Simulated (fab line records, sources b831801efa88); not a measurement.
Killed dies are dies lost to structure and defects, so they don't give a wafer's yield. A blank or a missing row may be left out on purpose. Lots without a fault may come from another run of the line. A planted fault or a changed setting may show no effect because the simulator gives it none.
Which tool did it? | flow sfq_line | 15 lots, 42 wafers sampled, at 1 step of a route of 325

WHAT THE GAUGES READ, wafer by wafer
The record holds no reading of a measuring or inspecting step that can be judged against a usual standard deviation.

WHICH TOOL RAN EACH LOT (tool, then ch and the chambers of the sampled wafers, then the start)
lot  | SFQ_TRILAYER_R5_ETCH_METAL_ETCH_139
L845 | rie_metal-03 ch 0,1, day 59 07:32
L846 | rie_metal-03 ch 0,1, day 59 09:56
L848 | rie_metal-04 ch 0,1, day 60 09:26
L849 | rie_metal-04 ch 0,1, day 60 14:13
L850 | rie_metal-04 ch 0,1, day 60 16:38
L852 | rie_metal-04 ch 0,1, day 60 20:13
L854 | rie_metal-04 ch 0, day 61 04:44
L857 | rie_metal-04 ch 0,1, day 67 17:50
L858 | rie_metal-03 ch 0,1, day 68 03:52
L861 | rie_metal-03 ch 0,1, day 68 08:39
L863 | rie_metal-02 ch 0,1, day 68 15:51
L864 | rie_metal-04 ch 0,1, day 68 17:03
L866 | rie_metal-04 ch 0,1, day 70 11:04
L867 | rie_metal-04 ch 0,1, day 70 13:28
L868 | rie_metal-03 ch 0,1, day 70 22:42
- SFQ_TRILAYER_R5_ETCH_METAL_ETCH_139: etches the open film in Cl2, stops on SiO2, target depth 60 nm, time 40 s.

WHAT THE TOOLS THEMSELVES READ (means of the sampled wafers that have a number; where no wafer has one, the mark that the record gives instead)
SFQ_TRILAYER_R5_ETCH_METAL_ETCH_139.
lot  | tool         | bias_w (W) | drypump_motor_current_A (A) | oes_product_au (a.u.) | run_length_s (s)
L845 | rie_metal-03 | 79.92      | 5.3                         | 0.994                 | 68.7
L846 | rie_metal-03 | 80.02      | 5.3                         | 0.990                 | 68.4
L848 | rie_metal-04 | 79.99      | 5.1                         | 0.991                 | 68.4
L849 | rie_metal-04 | 79.87      | 5.1                         | 0.991                 | 68.5
L850 | rie_metal-04 | 80.12      | 5.2                         | 0.940                 | 73.6
L852 | rie_metal-04 | 79.96      | 5.2                         | 0.941                 | 73.2
L854 | rie_metal-04 | 79.94      | 5.2                         | 0.931                 | 73.1
L857 | rie_metal-04 | 80.02      | 5.1                         | 0.993                 | 68.7
L858 | rie_metal-03 | 80.05      | 5.7                         | 0.994                 | 68.5
L861 | rie_metal-03 | 79.86      | 5.3                         | 0.992                 | 68.7
L863 | rie_metal-02 | 80.06      | 5.9                         | 0.991                 | 67.7
L864 | rie_metal-04 | 80.18      | 5.1                         | 0.993                 | 68.3
L866 | rie_metal-04 | 79.74      | 5.1                         | 0.990                 | 68.7
L867 | rie_metal-04 | 79.76      | 5.1                         | 0.995                 | 68.4
L868 | rie_metal-03 | 80.14      | 5.7                         | 0.990                 | 68.7

THE ANSWER, worked out from the rows above alone
Rule: what is usual is taken from the lots themselves. Put in order of their means at a reading, lots are off if they are a third of the lots or fewer, leave a main group of 4 or more, and stand apart from it by a gap of 3 or more times the standard deviation of the main group's means; of several such gaps the widest counts. A main group whose means are all the same, to the digits that the tables above print for the reading, isn't used. A lot without any number at a reading at which 4 lots or more have one is off too. The other lots that the step has rows for count as sound. The gauges are gone through in route order, then the tools' own readings, and for those a lot's mean is taken as printed above. The first step at which some lot is off is used, and at that step the reading that is off furthest; a lot without a number counts as furthest.
Off: L850, L852, L854, at SFQ_TRILAYER_R5_ETCH_METAL_ETCH_139 (oes_product_au). The main group: mean 0.992 a.u., standard deviation 0.0017.
A tool fits if, at that step or a process step before it, it ran every lot that is off, and no sound lot after the first of them. None of those tried fits.

WHAT THE SIMULATOR HAD PUT IN
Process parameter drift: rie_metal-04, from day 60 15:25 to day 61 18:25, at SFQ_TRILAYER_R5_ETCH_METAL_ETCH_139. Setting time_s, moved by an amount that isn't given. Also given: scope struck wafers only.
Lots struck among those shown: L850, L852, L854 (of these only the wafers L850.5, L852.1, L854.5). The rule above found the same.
